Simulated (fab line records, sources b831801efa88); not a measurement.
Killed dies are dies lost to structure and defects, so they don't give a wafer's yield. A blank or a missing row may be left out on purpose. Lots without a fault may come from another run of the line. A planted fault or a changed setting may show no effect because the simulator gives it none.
fab line records | flow sfq_line
record lots=5 wafers=15 last_day=91
route steps=325 shown I1@77 M2@88 I2@103
lots that met no fault: from a run of the same line without faults
start_h: hours from the record's first day to the start of the lot's first wafer shown | wait_h: hours since the lot's step before | " the same as in the row above | L1.1+2: a row that stands for several wafers | - no value, or no start given | * or withheld: withheld | < > ~ a bound
route shown NAME@n: a module of which the file shows steps, and the number in the route of the first | usual: mean/standard deviation of fault-free wafers | same: alike in all rows | chamber/n: place in a boat | sites: the reading at each site | _std_site: their standard deviation | _edge_site: outer sites' mean less inner sites' | radius_mm: how far each site lies from the wafer's centre | mask NAME#n: copy n | behind: the tool/chamber that last shaped the wafer | hold: why the lot was held/for how many hours/how that ended | device: the transistor (n, p or np) that didn't switch | end of line: the same wafers' tests at the end of the route | a step without rows: its recipe alone | killed: dies lost to structure and defects at the first sort, not the wafer's yield | map: a wafer's dies, x killed, . not, _ none there
set.NAME: the setting as run; set.NAME@STEP: as run at that earlier step | model.NAME: the simulator's own value behind a step, which no gauge read
lots at some steps of the route; a table a step, a row a wafer
services: from which hour (start_h, from the record's first day; less than 0 if before it) a tool's chamber was out of use, for how many hours, and why
## steps
# step SFQ_TRILAYER_I1_VIA_LITHO_COAT_054
# recipe resist=BARC spin_rpm=3000 resist_thk_nm=62
# usual dispense_pressure_kPa=50.5/1.9
# columns lot.wafer tool chamber start_h wait_h dispense_pressure_kPa
L079.4 litho_track-03 0 572.93 0.6 50.4
L079.5 " 0 " " 50.3
L079.6 " 0 " " 50.4
L082.1 litho_track-01 0 616.17 1.0 48.8
L082.2 " 0 " " 48.8
L082.4 " 0 " " 48.8
L088.2 litho_track-03 0 647.42 0.8 50.4
L088.3 " 0 " " 50.4
L088.4 " 0 " " 50.4
L095.2 litho_track-03 0 769.28 0.8 50.4
L095.3 " 0 " " 50.4
L095.4 " 0 " " 50.3
L096.1 litho_track-03 0 771.34 1.0 50.4
L096.3 " 0 " " 50.4
L096.6 " 0 " " 50.4
# step SFQ_TRILAYER_I1_VIA_LITHO_COAT_049
# recipe resist=KrF spin_rpm=3000 resist_thk_nm=650
# usual dispense_pressure_kPa=50.5/1.9
# columns lot.wafer tool chamber start_h wait_h dispense_pressure_kPa
L079.4 litho_track-03 0 573.23 0.2 50.4
L079.5 " 0 " " 50.4
L079.6 " 0 " " 50.4
L082.1 litho_track-01 0 616.47 0.2 48.8
L082.2 " 0 " " 48.8
L082.4 " 0 " " 48.8
L088.2 litho_track-03 0 647.72 0.2 50.4
L088.3 " 0 " " 50.4
L088.4 " 0 " " 50.4
L095.2 litho_track-03 0 769.58 0.2 50.4
L095.3 " 0 " " 50.4
L095.4 " 0 " " 50.4
L096.1 litho_track-03 0 771.64 0.2 50.4
L096.3 " 0 " " 50.4
L096.6 " 0 " " 50.4
# step SFQ_TRILAYER_I1_VIA_LITHO_SOFTBAKE_053
# recipe temp_c=withheld time_s=withheld resist=KrF
# columns lot.wafer tool chamber start_h wait_h
L079.4+5+6 litho_track-03 0 573.45 0.2
L082.1+2+4 litho_track-01 0 616.77 0.2
L088.2+3+4 litho_track-03 0 648.00 0.2
L095.2+3+4 litho_track-03 0 769.86 0.2
L096.1+3+6 litho_track-03 0 771.94 0.2
# step SFQ_TRILAYER_I1_VIA_LITHO_EXPOSE_050
# recipe mask_id=I1 na=0.6 source_shape=conventional sigma_outer=0.65 target_cd_nm=500 dose_mj=21.3
# usual exposure_dose_mJ_cm2=21.298/0.021
# columns lot.wafer tool chamber start_h wait_h mask exposure_dose_mJ_cm2
L079.4 krf_scanner-01 0 721.26 - I1#0 21.299
L079.5 " 0 " " I1#0 21.333
L079.6 " 0 " " I1#0 21.269
L082.1 krf_scanner-02 0 749.96 - I1#0 21.292
L082.2 " 0 " " I1#0 21.305
L082.4 " 0 " " I1#0 21.262
L088.2 krf_scanner-01 0 772.63 - I1#0 21.315
L088.3 " 0 " " I1#0 21.334
L088.4 " 0 " " I1#0 21.296
L095.2 krf_scanner-02 0 906.73 - I1#0 21.281
L095.3 " 0 " " I1#0 21.299
L095.4 " 0 " " I1#0 21.277
L096.1 krf_scanner-02 0 908.93 - I1#0 21.325
L096.3 " 0 " " I1#0 21.305
L096.6 " 0 " " I1#0 21.300
# step SFQ_TRILAYER_I1_VIA_LITHO_PEB_052
# recipe peb_temp_c=115 peb_time_s=60 resist=KrF
# columns lot.wafer tool chamber start_h wait_h
L079.4+5+6 litho_track-01 0 721.94 0.5
L082.1+2+4 litho_track-04 0 751.16 1.0
L088.2+3+4 litho_track-01 0 773.66 0.8
L095.2+3+4 litho_track-01 0 907.76 0.8
L096.1+3+6 litho_track-03 0 910.13 1.0
# step SFQ_TRILAYER_I1_VIA_LITHO_DEVELOP_051
# recipe time_s=60 resist=KrF
# columns lot.wafer tool chamber start_h wait_h
L079.4+5+6 litho_track-01 0 722.09 0.1
L082.1+2+4 litho_track-04 0 751.31 0.1
L088.2+3+4 litho_track-01 0 773.81 0.1
L095.2+3+4 litho_track-01 0 907.91 0.1
L096.1+3+6 litho_track-03 0 910.28 0.1
# step SFQ_I1_OVL_MEAS_913
# usual I1_OVL=3/5.7
# columns lot.wafer tool chamber start_h wait_h I1_OVL[nm]
L079.4 overlay-01 - 722.18 0.1 -4
L079.5 " - " " 10
L079.6 " - " " 2
L082.1 overlay-02 - 751.46 0.1 -2
L082.2 " - " " 2
L082.4 " - " " 3
L088.2 overlay-02 - 773.94 0.1 13
L088.3 " - " " 13
L088.4 " - " " 15
L095.2 overlay-02 - 908.04 0.1 5
L095.3 " - " " -6
L095.4 " - " " 1
L096.1 overlay-02 - 910.43 0.1 -6
L096.3 " - " " -10
L096.6 " - " " -5
# step SFQ_TRILAYER_I1_VIA_BARC_OPEN_VIA_ETCH_071
# recipe mask_material=PR chemistry=O2 target_depth_nm=125 target=BARC source_w=500 bias_w=80 pressure_mtorr=30 time_s=41.7
# usual drypump_motor_current_A=5.6/0.42 oes_product_au=0.685/0.0046
# columns lot.wafer tool chamber start_h wait_h drypump_motor_current_A oes_product_au rf_hours_counter_h
L079.4 rie_diel-01 3 722.20 0.0 5.4 0.686 11
L079.5 " 2 " " 5.5 0.682 -
L079.6 " 3 " " 5.4 0.673 -
L082.1 rie_diel-04 2 751.49 0.0 5.5 0.682 2
L082.2 " 0 " " 5.5 0.683 16
L082.4 " 3 " " 6.0 0.684 9
L088.2 rie_diel-03 1 773.97 0.0 5.6 0.684 13
L088.3 " 3 " " 5.7 0.690 38
L088.4 " 0 " " 5.6 0.685 5
L095.2 rie_diel-04 0 908.07 0.0 5.4 0.689 18
L095.3 " 3 " " 5.9 0.683 11
L095.4 " 2 " " 5.5 0.687 4
L096.1 rie_diel-01 1 910.47 0.0 5.4 0.688 0
L096.3 " 3 " " 5.4 0.690 14
L096.6 " 3 " " 5.4 0.690 -
# step SFQ_TRILAYER_I1_VIA_ETCH_VIA_ETCH_052
# recipe target=SiO2 stop_on=Nb mask_material=PR taper_deg=20 chemistry=CHF3 target_depth_nm=260 source_w=500 bias_w=80 pressure_mtorr=30 time_s=withheld
# usual drypump_motor_current_A=5.6/0.42 oes_product_au=0.854/0.0055
# columns lot.wafer tool chamber start_h wait_h drypump_motor_current_A oes_product_au
L079.4 rie_diel-01 3 722.24 0.0 5.4 0.854
L079.5 " 2 " " 5.5 0.858
L079.6 " 3 " " 5.4 0.853
L082.1 rie_diel-04 2 751.53 0.0 5.5 0.850
L082.2 " 0 " " 5.5 0.853
L082.4 " 3 " " 6.0 0.842
L088.2 rie_diel-03 1 774.01 0.0 5.6 0.851
L088.3 " 3 " " 5.7 0.847
L088.4 " 0 " " 5.5 0.848
L095.2 rie_diel-04 0 908.11 0.0 5.5 0.845
L095.3 " 3 " " 5.9 0.850
L095.4 " 2 " " 5.5 0.854
L096.1 rie_diel-01 1 910.51 0.0 5.4 0.852
L096.3 " 3 " " 5.4 0.858
L096.6 " 3 " " 5.4 0.859
# step SFQ_TRILAYER_I1_VIA_STRIP_STRIP_053
# recipe gas=O2 power_w=200 platen_temp_c=40 overash_fraction=0.65 chemistry=O2 pressure_mtorr=50
# usual drypump_motor_current_A=5.9/0.34 oes_product_au=1.001/0.0077 platen_temp_c=40.01/0.11
# columns lot.wafer tool chamber start_h wait_h drypump_motor_current_A oes_product_au platen_temp_c rf_hours_counter_h
L079.4 rie_metal-03 0 722.55 - 6.3 1.000 39.94 -
L079.5 " 0 " " 6.3 1.006 39.98 -
L079.6 " 1 " " 6.1 0.999 40.07 -
L082.1 rie_metal-02 1 751.65 - 5.6 1.007 40.03 41
L082.2 " 0 " " 6.1 0.990 40.11 98
L082.4 " 0 " " 6.0 0.990 40.29 -
L088.2 rie_metal-01 1 774.12 - 5.6 1.003 39.78 108
L088.3 " 1 " " 5.6 1.000 40.09 -
L088.4 " 0 " " 5.4 1.001 39.88 -
L095.2 rie_metal-03 1 908.22 - 6.1 1.012 39.90 97
L095.3 " 0 " " 6.4 0.995 40.00 -
L095.4 " 1 " " 6.1 1.009 39.96 -
L096.1 rie_metal-02 1 910.62 - 5.5 0.997 39.98 61
L096.3 " 1 " " 5.6 1.007 39.90 -
L096.6 " 1 " " 5.6 1.010 39.85 -
# step SFQ_TRILAYER_I1_VIA_STRIP_SOLV_CLEAN_054
# recipe chemistry=NMP temp_c=70 time_s=600
# usual bath_guard_temp_C=70.1/0.6
# columns lot.wafer tool chamber start_h wait_h bath_guard_temp_C
L079.4 wet_bench-01 1 722.95 0.2 69.5
L079.5 " 7 " " 70.6
L079.6 " 3 " " 70.5
L082.1 wet_bench-01 4 752.25 0.4 70.5
L082.2 " 7 " " 70.3
L082.4 " 2 " " 70.7
L088.2 wet_bench-03 1 774.72 0.4 70.6
L088.3 " 0 " " 71.2
L088.4 " 3 " " 69.3
L095.2 wet_bench-01 6 908.82 0.4 70.1
L095.3 " 0 " " 70.6
L095.4 " 4 " " 70.8
L096.1 wet_bench-03 3 911.82 1.0 69.0
L096.3 " 7 " " 70.0
L096.6 " 1 " " 70.4
# step SFQ_TRILAYER_M2_DEP_PRE_CLEAN_056
# recipe gas=Ar time_s=22.5 bias_v=250
# columns lot.wafer tool chamber start_h wait_h
L079.4+5+6 pvd_sputter-03 - 723.12 0.0
L082.1+2+4 pvd_sputter-03 - 752.42 0.0
L088.2+3+4 pvd_sputter-03 - 774.90 0.0
L095.2+3+4 pvd_sputter-05 - 909.01 0.0
L096.1+3+6 pvd_sputter-03 - 912.00 0.0
# step SFQ_TRILAYER_M2_DEP_SPUTTER_055
# recipe material=Nb base_pressure_pa=1.33e-06 chamber_pressure_pa=0.1333 substrate_temp_c=20 resputter_cathode_voltage_v=400 target_thk_nm=200 power_w=2000 time_s=133.3
# usual throttle_valve_pct=30.4/1
# columns lot.wafer tool chamber start_h wait_h throttle_valve_pct
L079.4 pvd_sputter-03 - 723.15 0.0 29.2
L079.5 " - " " 29.2
L079.6 " - " " 29.7
L082.1 pvd_sputter-03 - 752.45 0.0 29.2
L082.2 " - " " 31.5
L082.4 " - " " 31.5
L088.2 pvd_sputter-03 - 774.93 0.0 31.5
L088.3 " - " " 31.9
L088.4 " - " " 29.3
L095.2 pvd_sputter-05 - 909.04 0.0 29.6
L095.3 " - " " 29.3
L095.4 " - " " 29.0
L096.1 pvd_sputter-03 - 912.03 0.0 29.2
L096.3 " - " " 29.5
L096.6 " - " " 31.7
# step SFQ_M2_RS_MEAS_914
# recipe thk_meas_gauge=four-point-probe reads=Nb_of_TRILAYER_M2_DEP_SPUTTER_055
# usual M2_NB_RS=0.892/0.0076
# columns lot.wafer tool chamber start_h wait_h M2_NB_RS[ohm/sq]
L079.4 film_metro-04 - 723.30 0.1 0.888
L079.5 " - " " 0.888
L079.6 " - " " 0.892
L082.1 film_metro-03 - 752.54 0.0 0.888
L082.2 " - " " 0.890
L082.4 " - " " 0.891
L088.2 film_metro-03 - 775.04 0.1 0.893
L088.3 " - " " 0.894
L088.4 " - " " 0.888
L095.2 film_metro-03 - 909.15 0.1 0.897
L095.3 " - " " 0.889
L095.4 " - " " 0.909
L096.1 film_metro-03 - 912.12 0.0 0.882
L096.3 " - " " 0.886
L096.6 " - " " 0.895
# step SFQ_TRILAYER_M2_LITHO_COAT_062
# recipe resist=BARC spin_rpm=3000 resist_thk_nm=62
# usual dispense_pressure_kPa=49/5.7
# columns lot.wafer tool chamber start_h wait_h dispense_pressure_kPa
L079.4 litho_track-02 0 723.57 0.2 41
L079.5 " 0 " " 41
L079.6 " 0 " " 41
L082.1 litho_track-03 0 752.72 0.1 50
L082.2 " 0 " " 50
L082.4 " 0 " " 50
L088.2 litho_track-03 0 775.25 0.1 50
L088.3 " 0 " " 50
L088.4 " 0 " " 50
L095.2 litho_track-02 0 909.36 0.1 41
L095.3 " 0 " " 41
L095.4 " 0 " " 41
L096.1 litho_track-02 0 912.30 0.1 41
L096.3 " 0 " " 41
L096.6 " 0 " " 41
# step SFQ_TRILAYER_M2_LITHO_COAT_057
# recipe resist=KrF spin_rpm=3000 resist_thk_nm=600
# usual dispense_pressure_kPa=49/5.7
# columns lot.wafer tool chamber start_h wait_h dispense_pressure_kPa
L079.4 litho_track-02 0 723.87 0.2 41
L079.5 " 0 " " 41
L079.6 " 0 " " 41
L082.1 litho_track-03 0 753.02 0.2 50
L082.2 " 0 " " 50
L082.4 " 0 " " 50
L088.2 litho_track-03 0 775.55 0.2 50
L088.3 " 0 " " 50
L088.4 " 0 " " 50
L095.2 litho_track-02 0 909.66 0.2 41
L095.3 " 0 " " 41
L095.4 " 0 " " 41
L096.1 litho_track-02 0 912.60 0.2 41
L096.3 " 0 " " 41
L096.6 " 0 " " 41
# step SFQ_TRILAYER_M2_LITHO_SOFTBAKE_061
# recipe temp_c=withheld time_s=withheld resist=KrF
# columns lot.wafer tool chamber start_h wait_h
L079.4+5+6 litho_track-02 0 724.10 0.2
L082.1+2+4 litho_track-03 0 753.32 0.2
L088.2+3+4 litho_track-03 0 775.82 0.2
L095.2+3+4 litho_track-02 0 909.94 0.2
L096.1+3+6 litho_track-02 0 912.90 0.2
# step SFQ_TRILAYER_M2_LITHO_EXPOSE_058
# recipe mask_id=M2 na=0.6 source_shape=conventional sigma_outer=0.65 target_cd_nm=500 dose_mj=14.4
# usual exposure_dose_mJ_cm2=14.398/0.016
# columns lot.wafer tool chamber start_h wait_h mask exposure_dose_mJ_cm2
L079.4 krf_scanner-02 0 840.36 - M2#0 14.387
L079.5 " 0 " " M2#0 14.426
L079.6 " 0 " " M2#0 14.392
L082.1 krf_scanner-02 0 878.93 - M2#0 14.396
L082.2 " 0 " " M2#0 14.414
L082.4 " 0 " " M2#0 14.384
L088.2 krf_scanner-02 0 915.13 - M2#0 14.382
L088.3 " 0 " " M2#0 14.406
L088.4 " 0 " " M2#0 14.382
L095.2 krf_scanner-02 0 1046.58 - M2#0 14.398
L095.3 " 0 " " M2#0 14.387
L095.4 " 0 " " M2#0 14.409
L096.1 krf_scanner-02 0 1048.78 - M2#0 14.401
L096.3 " 0 " " M2#0 14.418
L096.6 " 0 " " M2#0 14.409
# step SFQ_TRILAYER_M2_LITHO_PEB_060
# recipe peb_temp_c=115 peb_time_s=60 resist=KrF
# columns lot.wafer tool chamber start_h wait_h
L079.4+5+6 litho_track-04 0 841.03 0.5
L082.1+2+4 litho_track-02 0 880.13 1.0
L088.2+3+4 litho_track-03 0 916.16 0.8
L095.2+3+4 litho_track-04 0 1047.61 0.8
L096.1+3+6 litho_track-02 0 1049.98 1.0
# step SFQ_TRILAYER_M2_LITHO_DEVELOP_059
# recipe time_s=60 resist=KrF
# columns lot.wafer tool chamber start_h wait_h
L079.4+5+6 litho_track-04 0 841.18 0.1
L082.1+2+4 litho_track-02 0 880.28 0.1
L088.2+3+4 litho_track-03 0 916.31 0.1
L095.2+3+4 litho_track-04 0 1047.76 0.1
L096.1+3+6 litho_track-02 0 1050.13 0.1
# step SFQ_M2_OVL_MEAS_916
# usual M2_OVL=-4/6.1
# columns lot.wafer tool chamber start_h wait_h M2_OVL[nm]
L079.4 overlay-01 - 841.28 0.1 -2
L079.5 " - " " 2
L079.6 " - " " 0
L082.1 overlay-01 - 880.43 0.1 -1
L082.2 " - " " -5
L082.4 " - " " -5
L088.2 overlay-02 - 916.44 0.1 1
L088.3 " - " " 7
L088.4 " - " " 5
L095.2 overlay-01 - 1047.89 0.1 -14
L095.3 " - " " -14
L095.4 " - " " -7
L096.1 overlay-01 - 1050.28 0.1 6
L096.3 " - " " 6
L096.6 " - " " 8
# step SFQ_TRILAYER_M2_BARC_OPEN_METAL_ETCH_077
# recipe mask_material=PR chemistry=O2 target_depth_nm=125 target=BARC icp_w=600 bias_w=80 pressure_mtorr=10 time_s=41.7
# usual drypump_motor_current_A=6.0/0.46 oes_product_au=0.685/0.0043
# columns lot.wafer tool chamber start_h wait_h drypump_motor_current_A oes_product_au rf_hours_counter_h
L079.4 rie_metal-04 0 841.31 0.0 6.5 0.678 -
L079.5 " 1 " " 6.5 0.687 -
L079.6 " 0 " " 6.5 0.683 -
L082.1 rie_metal-03 0 880.47 0.0 6.4 0.690 107
L082.2 " 1 " " 6.0 0.686 93
L082.4 " 1 " " 6.0 0.692 -
L088.2 rie_metal-04 1 916.47 0.0 6.6 0.684 61
L088.3 " 0 " " 6.5 0.695 -
L088.4 " 1 " " 6.6 0.681 -
L095.2 rie_metal-01 0 1047.92 0.0 5.4 0.677 73
L095.3 " 1 " " 5.6 0.681 -
L095.4 " 0 " " 5.4 0.686 -
L096.1 rie_metal-03 0 1050.32 0.0 6.4 0.683 126
L096.3 " 0 " " 6.4 0.689 -
L096.6 " 1 " " 6.0 0.684 -
# step SFQ_TRILAYER_M2_ETCH_METAL_ETCH_060
# recipe target=Nb stop_on=SiO2 mask_material=PR chemistry=Cl2/Ar target_depth_nm=240 icp_w=600 bias_w=80 pressure_mtorr=10 time_s=120
# usual drypump_motor_current_A=6.0/0.47 oes_product_au=0.893/0.0066
# columns lot.wafer tool chamber start_h wait_h drypump_motor_current_A oes_product_au rf_hours_counter_h
L079.4 rie_metal-04 0 841.40 0.1 6.5 0.900 -
L079.5 " 1 " " 6.7 0.887 -
L079.6 " 0 " " 6.5 0.887 -
L082.1 rie_metal-03 0 880.53 0.0 6.4 0.894 107
L082.2 " 1 " " 6.0 0.890 93
L082.4 " 1 " " 6.1 0.893 -
L088.2 rie_metal-04 1 916.53 0.0 6.6 0.891 61
L088.3 " 0 " " 6.5 0.881 -
L088.4 " 1 " " 6.6 0.891 -
L095.2 rie_metal-01 0 1047.98 0.0 5.4 0.889 73
L095.3 " 1 " " 5.6 0.895 -
L095.4 " 0 " " 5.4 0.871 -
L096.1 rie_metal-03 0 1050.38 0.0 6.3 0.895 126
L096.3 " 0 " " 6.4 0.912 -
L096.6 " 1 " " 6.0 0.885 -
# step SFQ_TRILAYER_M2_STRIP_STRIP_061
# recipe gas=O2 power_w=200 platen_temp_c=40 overash_fraction=0.65 chemistry=O2 pressure_mtorr=50
# usual drypump_motor_current_A=6.0/0.46 oes_product_au=1.000/0.0085 platen_temp_c=40.01/0.12
# columns lot.wafer tool chamber start_h wait_h drypump_motor_current_A oes_product_au platen_temp_c rf_hours_counter_h
L079.4 rie_metal-04 0 841.68 0.2 6.4 1.007 40.19 -
L079.5 " 1 " " 6.7 0.992 40.00 -
L079.6 " 0 " " 6.4 1.012 40.08 -
L082.1 rie_metal-03 0 880.65 0.1 6.3 1.003 40.07 107
L082.2 " 1 " " 6.1 0.997 39.99 93
L082.4 " 1 " " 6.1 1.010 39.91 -
L088.2 rie_metal-04 1 916.65 0.1 6.6 1.002 39.85 61
L088.3 " 0 " " 6.5 1.000 40.00 -
L088.4 " 1 " " 6.6 0.992 40.02 -
L095.2 rie_metal-01 0 1048.11 0.1 5.4 0.999 40.18 74
L095.3 " 1 " " 5.6 0.997 40.34 -
L095.4 " 0 " " 5.4 0.991 39.83 -
L096.1 rie_metal-03 0 1050.51 0.1 6.3 1.003 40.08 126
L096.3 " 0 " " 6.4 0.995 39.97 -
L096.6 " 1 " " 6.1 1.020 39.77 -
# step SFQ_TRILAYER_M2_STRIP_SOLV_CLEAN_062
# recipe chemistry=NMP temp_c=70 time_s=600
# usual bath_guard_temp_C=70.0/0.58
# columns lot.wafer tool chamber start_h wait_h bath_guard_temp_C
L079.4 wet_bench-02 3 842.08 0.2 69.6
L079.5 " 7 " " 69.5
L079.6 " 1 " " 70.6
L082.1 wet_bench-03 3 881.25 0.4 69.3
L082.2 " 0 " " 71.7
L082.4 " 6 " " 70.2
L088.2 wet_bench-03 7 917.25 0.4 70.0
L088.3 " 6 " " 70.2
L088.4 " 0 " " 71.0
L095.2 wet_bench-04 5 1048.71 0.4 69.4
L095.3 " 7 " " 70.4
L095.4 " 1 " " 69.7
L096.1 wet_bench-02 2 1051.11 0.4 70.6
L096.3 " 3 " " 69.5
L096.6 " 1 " " 70.6
# step SFQ_TRILAYER_I2_DEP_PECVD_063
# recipe material=SiO2 temp_c=150 time_s=111.11 pressure_torr=2.4 rf_w=183.3 precursor=SiH4/N2O target_thk_nm=500
# usual heater_power_outer_w=36/9.7 heater_power_w=92/15 susceptor_temp_C=149.99/0.15 throttle_valve_pct=24.2/1.1
# columns lot.wafer tool chamber start_h wait_h heater_power_outer_w heater_power_w susceptor_temp_C throttle_valve_pct
L079.4 pecvd-01 2 842.29 0.0 45 97 150.13 24.7
L079.5 " 1 " " 40 107 149.85 25.3
L079.6 " 0 " " 26 84 150.10 25.0
L082.1 pecvd-02 1 881.60 0.0 35 83 150.17 23.7
L082.2 " 0 " " 41 99 149.80 22.7
L082.4 " 2 " " 49 104 150.09 24.4
L088.2 pecvd-01 1 917.43 0.0 37 100 150.01 25.0
L088.3 " 0 " " 37 100 149.71 25.2
L088.4 " 2 " " 42 96 149.86 24.5
L095.2 pecvd-01 1 1048.88 0.0 38 103 149.77 25.7
L095.3 " 0 " " 33 93 149.79 25.4
L095.4 " 0 " " 35 96 149.82 25.5
L096.1 pecvd-03 2 1051.28 0.0 22 67 150.14 23.1
L096.3 " 1 " " 32 84 149.86 23.3
L096.6 " 2 " " 22 71 150.09 23.1
# step SFQ_TRILAYER_I2_CMP_CMP_064
# recipe material=SiO2 down_force_psi=3 platen_rpm=60 pad_velocity_m_s=0.94248
# usual motor_current_A=9.8/0.86 retaining_ring_pressure_frac=1.000/0.0045 time_to_endpoint_s=216/7
# columns lot.wafer tool chamber start_h wait_h motor_current_A retaining_ring_pressure_frac time_to_endpoint_s
L079.4 cmp-02 0 842.33 0.0 10.2 1.004 208
L079.6 " 0 844.33 2.0 10.2 1.001 215
L079.5 " 1 " " 10.3 0.991 209
L082.1 cmp-02 1 881.68 0.0 10.0 0.997 214
L082.2 " 2 " " 9.5 1.008 218
L082.4 " 3 " " 11.1 0.994 220
L088.2 cmp-01 0 935.69 18.2 8.4 0.999 211
L088.4 " 1 " " 9.4 1.007 223
L088.3 " 3 937.19 19.7 10.9 0.995 211
L095.3 cmp-02 0 1048.96 0.0 10.4 1.004 195
L095.2 " 1 " " 10.4 1.000 205
L095.4 " 3 1050.46 1.5 11.5 1.000 211
L096.1 cmp-01 3 1051.36 0.0 9.5 0.998 222
L096.3 " 1 1052.36 1.0 8.8 0.997 221
L096.6 " 0 1053.86 2.5 8.3 1.005 222
# step SFQ_I2_BOW_MEAS_917
# recipe mode=bow
# usual I2_BOW=3/8.4
# columns lot.wafer tool chamber start_h wait_h I2_BOW[um]
L079.4 film_metro-01 - 845.39 2.6 -3
L079.5 " - " " 3
L079.6 " - " " 7
L082.1 film_metro-04 - 884.68 2.5 3
L082.2 " - " " 5
L082.4 " - " " 4
L088.2 film_metro-04 - 938.71 2.5 2
L088.3 " - " " -7
L088.4 " - " " 1
L095.2 film_metro-01 - 1051.98 2.0 1
L095.3 " - " " -1
L095.4 " - " " 9
L096.1 film_metro-04 - 1054.36 2.5 7
L096.3 " - " " -1
L096.6 " - " " -1
# step SFQ_TRILAYER_I2_METRO_MEASURE_065
# usual thk_nm=200.0/0.98
# columns lot.wafer tool chamber start_h wait_h thk_nm
L079.4 film_metro-01 - 846.05 0.6 199.4
L079.5 " - " " 199.3
L079.6 " - " " 199.5
L082.1 film_metro-04 - 884.80 0.1 200.2
L082.2 " - " " 200.4
L082.4 " - " " 201.4
L088.2 film_metro-04 - 939.01 0.3 198.3
L088.3 " - " " 198.9
L088.4 " - " " 199.0
L095.2 film_metro-01 - 1052.28 0.3 198.1
L095.3 " - " " 198.7
L095.4 " - " " 198.0
L096.1 film_metro-04 - 1054.48 0.1 200.0
L096.3 " - " " 200.8
L096.6 " - " " 200.1
# step SFQ_TRILAYER_I2_VIA_LITHO_COAT_072
# recipe resist=BARC spin_rpm=3000 resist_thk_nm=62
# usual dispense_pressure_kPa=46/4.2
# columns lot.wafer tool chamber start_h wait_h dispense_pressure_kPa
L079.4 litho_track-03 0 846.80 0.6 50
L079.5 " 0 " " 50
L079.6 " 0 " " 50
L082.1 litho_track-02 0 886.00 1.0 41
L082.2 " 0 " " 41
L082.4 " 0 " " 41
L088.2 litho_track-01 0 940.06 0.8 49
L088.3 " 0 " " 49
L088.4 " 0 " " 49
L095.2 litho_track-01 0 1053.33 0.8 49
L095.3 " 0 " " 49
L095.4 " 0 " " 49
L096.1 litho_track-01 0 1055.68 1.0 49
L096.3 " 0 " " 49
L096.6 " 0 " " 49
# step SFQ_TRILAYER_I2_VIA_LITHO_COAT_067
# recipe resist=KrF spin_rpm=3000 resist_thk_nm=650
# usual dispense_pressure_kPa=46/4.2
# columns lot.wafer tool chamber start_h wait_h dispense_pressure_kPa
L079.4 litho_track-03 0 847.10 0.2 50
L079.5 " 0 " " 50
L079.6 " 0 " " 50
L082.1 litho_track-02 0 886.30 0.2 41
L082.2 " 0 " " 41
L082.4 " 0 " " 41
L088.2 litho_track-01 0 940.36 0.2 49
L088.3 " 0 " " 49
L088.4 " 0 " " 49
L095.2 litho_track-01 0 1053.63 0.2 49
L095.3 " 0 " " 49
L095.4 " 0 " " 49
L096.1 litho_track-01 0 1055.98 0.2 49
L096.3 " 0 " " 49
L096.6 " 0 " " 49
# step SFQ_TRILAYER_I2_VIA_LITHO_SOFTBAKE_071
# recipe temp_c=withheld time_s=withheld resist=KrF
# columns lot.wafer tool chamber start_h wait_h
L079.4+5+6 litho_track-03 0 847.33 0.2
L082.1+2+4 litho_track-02 0 886.60 0.2
L088.2+3+4 litho_track-01 0 940.64 0.2
L095.2+3+4 litho_track-01 0 1053.90 0.2
L096.1+3+6 litho_track-01 0 1056.28 0.2
# step SFQ_TRILAYER_I2_VIA_LITHO_EXPOSE_068
# recipe mask_id=I2 na=0.6 source_shape=conventional sigma_outer=0.65 target_cd_nm=500 dose_mj=21.3
# usual exposure_dose_mJ_cm2=21.300/0.021
# columns lot.wafer tool chamber start_h wait_h mask exposure_dose_mJ_cm2
L079.4 krf_scanner-01 0 994.58 - I2#0 21.329
L079.5 " 0 " " I2#0 21.349
L079.6 " 0 " " I2#0 21.330
L082.1 krf_scanner-02 0 1034.38 - I2#0 21.312
L082.2 " 0 " " I2#0 21.289
L082.4 " 0 " " I2#0 21.323
L088.2 krf_scanner-02 0 1077.78 - I2#0 21.270
L088.3 " 0 " " I2#0 21.281
L088.4 " 0 " " I2#0 21.289
L095.2 krf_scanner-01 0 1203.20 - I2#0 21.316
L095.3 " 0 " " I2#0 21.304
L095.4 " 0 " " I2#0 21.314
L096.1 krf_scanner-01 0 1205.40 - I2#0 21.317
L096.3 " 0 " " I2#0 21.296
L096.6 " 0 " " I2#0 21.295
# step SFQ_TRILAYER_I2_VIA_LITHO_PEB_070
# recipe peb_temp_c=115 peb_time_s=60 resist=KrF
# columns lot.wafer tool chamber start_h wait_h
L079.4+5+6 litho_track-02 0 995.26 0.5
L082.1+2+4 litho_track-02 0 1035.58 1.0
L088.2+3+4 litho_track-03 0 1078.81 0.8
L095.2+3+4 litho_track-03 0 1204.23 0.8
L096.1+3+6 litho_track-02 0 1206.60 1.0
# step SFQ_TRILAYER_I2_VIA_LITHO_DEVELOP_069
# recipe time_s=60 resist=KrF
# columns lot.wafer tool chamber start_h wait_h
L079.4+5+6 litho_track-02 0 995.41 0.1
L082.1+2+4 litho_track-02 0 1035.73 0.1
L088.2+3+4 litho_track-03 0 1078.96 0.1
L095.2+3+4 litho_track-03 0 1204.38 0.1
L096.1+3+6 litho_track-02 0 1206.75 0.1
# step SFQ_I2_OVL_MEAS_918
# usual I2_OVL=-2/5.1
# columns lot.wafer tool chamber start_h wait_h I2_OVL[nm]
L079.4 overlay-02 - 995.50 0.1 0
L079.5 " - " " 3
L079.6 " - " " 0
L082.1 overlay-02 - 1035.88 0.1 -3
L082.2 " - " " -3
L082.4 " - " " -2
L088.2 overlay-01 - 1079.09 0.1 -3
L088.3 " - " " 3
L088.4 " - " " -3
L095.2 overlay-02 - 1204.51 0.1 -5
L095.3 " - " " -6
L095.4 " - " " -2
L096.1 overlay-02 - 1206.90 0.1 -1
L096.3 " - " " 1
L096.6 " - " " -1
## services
# columns tool chamber start_h hours kind
krf_scanner-02 - 581.48 0.8 pm
krf_scanner-02 - 607.95 1.0 pm
krf_scanner-02 - 661.89 1.3 pm
krf_scanner-02 - 662.67 0.6 repair
krf_scanner-02 - 686.31 0.9 repair
krf_scanner-02 - 723.51 0.4 repair
krf_scanner-02 - 751.16 0.8 pm
krf_scanner-02 - 768.71 3.6 pm
krf_scanner-02 - 776.84 1.0 pm
krf_scanner-02 - 798.60 4.4 pm
krf_scanner-02 - 830.85 1.3 pm
krf_scanner-02 - 842.28 1.7 repair
krf_scanner-02 - 843.76 0.2 repair
krf_scanner-02 - 866.96 0.2 repair
krf_scanner-02 - 919.73 0.8 pm
krf_scanner-02 - 933.95 0.6 repair
krf_scanner-02 - 946.17 1.0 pm
krf_scanner-02 - 968.02 0.4 repair
krf_scanner-02 - 985.81 4.0 pm
krf_scanner-02 - 1008.51 1.3 pm
krf_scanner-02 - 1088.38 0.8 pm
krf_scanner-02 - 1114.56 1.0 pm
krf_scanner-02 - 1133.78 21.0 pm
krf_scanner-02 - 1183.58 1.3 pm
## key
fault none
